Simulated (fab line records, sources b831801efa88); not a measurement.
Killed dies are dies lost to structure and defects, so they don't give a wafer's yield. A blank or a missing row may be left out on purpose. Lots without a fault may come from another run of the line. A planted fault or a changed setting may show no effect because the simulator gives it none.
A struck lot beside a sound one | flow gf180mcu | 15 steps out of a route of 602
Sound: wafers L198.2, L198.4, L198.5. Struck: wafer L204.1. The cause comes at the end.
At each step with rows: each side's tool, then ch and its chambers, then its first start. Under that, the readings that differ: sound wafers | struck wafers | difference of the means | sigmas: that difference in standard deviations of wafers without a fault.
alike: readings whose means differ by less than 2 such deviations, and words and numbers that are the same on both sides. not compared: withheld readings, readings that some wafer has no value for, bounds like >300 that may hide the same value, and numbers for which the record gives no deviation and whose values overlap.
The two part at a step that has a row with sigmas, a row that says differs or no value, or rows on one side only. Numbers that don't overlap but have no deviation are shown without sigmas and don't part them. A reading that every wafer of one side lacks parts them only if that side has two wafers or more.

GF_V3_OVL_MEAS_15:
  sound on overlay-02, day 23 11:52; struck on overlay-01, day 25 12:32
  reading     | sound      | struck | difference | sigmas
  V3_OVL (nm) | -9 -12 -13 | 3      | +14        | +2
then, 1 step without rows for these wafers: GF_V3_ETCH_16 (etches BARC in N2/H2).
GF_V3_ETCH_17: etches SiO2 in C4F8/O2/Ar, stops on TiN, target depth 635 nm.
  sound on rie_diel-02 ch 2,3; struck on rie_diel-02 ch 0
  alike: oes_product_au
GF_V3_STRIP_18: strips in O2/N2.
  sound on plasma_asher-04 ch 0,1, day 23 12:01; struck on plasma_asher-02 ch 0, day 25 12:42
  alike: drypump_motor_current_A, heater_power_w, o2_flow_sccm, oes_product_au, platen_temp_c
  not compared: rf_hours_counter_h
then, 2 steps without rows for these wafers: GF_V3_STRIP_19 (strips in post etch residue remover, time 1200 s); GF_V3_CLEAN_20 (cleans in DIW).
GF_V3_SPUTTER_21: material Ti, target thk 15 nm, time 80.02 s.
  sound on pvd_sputter-03, day 23 12:37; struck on pvd_sputter-02, day 25 13:16
  alike: cathode_dc_power_W, throttle_valve_pct
GF_V3_SPUTTER_22: material TiN, target thk 10 nm, time 40 s.
  sound on pvd_sputter-03, day 23 12:41; struck on pvd_sputter-02, day 25 13:19
  alike: cathode_dc_power_W, throttle_valve_pct
then, 1 step without rows for these wafers: GF_V3_CVD_23 (deposits W, target thk 350 nm, time 104.9 s).
GF_V3_RS_MEAS_24: measures by four-point-probe.
  sound on film_metro-03, day 23 12:52; struck on film_metro-03, day 25 13:28
  reading          | sound             | struck | difference | sigmas
  V3_W_RS (ohm/sq) | 0.330 0.336 0.334 | 0.319  | -0.014     | -3
GF_V3_THK_MEAS_25: measures by xrf.
  sound on film_metro-03, day 23 12:58; struck on film_metro-03, day 25 13:35
  reading       | sound       | struck | difference | sigmas
  V3_W_THK (nm) | 355 350 354 | 370    | +17        | +2
then, 1 step without rows for these wafers: GF_V3_CMP_26 (polishes, stops on SiO2, t overpolish 15 s, target thk 0 nm).
GF_M4_SPUTTER_00: material Ti, target thk 37.5 nm, time 150 s.
  sound on pvd_sputter-02, day 23 13:19; struck on pvd_sputter-01, day 25 13:57
  reading                               | sound                | struck | difference | sigmas
  cathode_dc_power_W (W)                | 4000.5 3999.9 3998.6 | 4942.7 | +943.0     | +99 or more
  model.Ti_of_M4_SPUTTER_00.thk_nm (nm) | 37.58 37.27 37.45    | 46.65  | +9.22      |
  alike: throttle_valve_pct
GF_M4_SPUTTER_01: material TiN, target thk 30 nm, time 25 s.
  sound on pvd_sputter-02, day 23 13:25; struck on pvd_sputter-01, day 25 14:03
  alike: cathode_dc_power_W, throttle_valve_pct
GF_PASSIVATION_PROBE_99:
  the record has rows for the sound wafers here (prober-01, day 29 23:04) and none for the struck ones

WHERE THEY PART
First at GF_V3_OVL_MEAS_15; last, within this record, at GF_PASSIVATION_PROBE_99.

WHY: what the simulator had put in
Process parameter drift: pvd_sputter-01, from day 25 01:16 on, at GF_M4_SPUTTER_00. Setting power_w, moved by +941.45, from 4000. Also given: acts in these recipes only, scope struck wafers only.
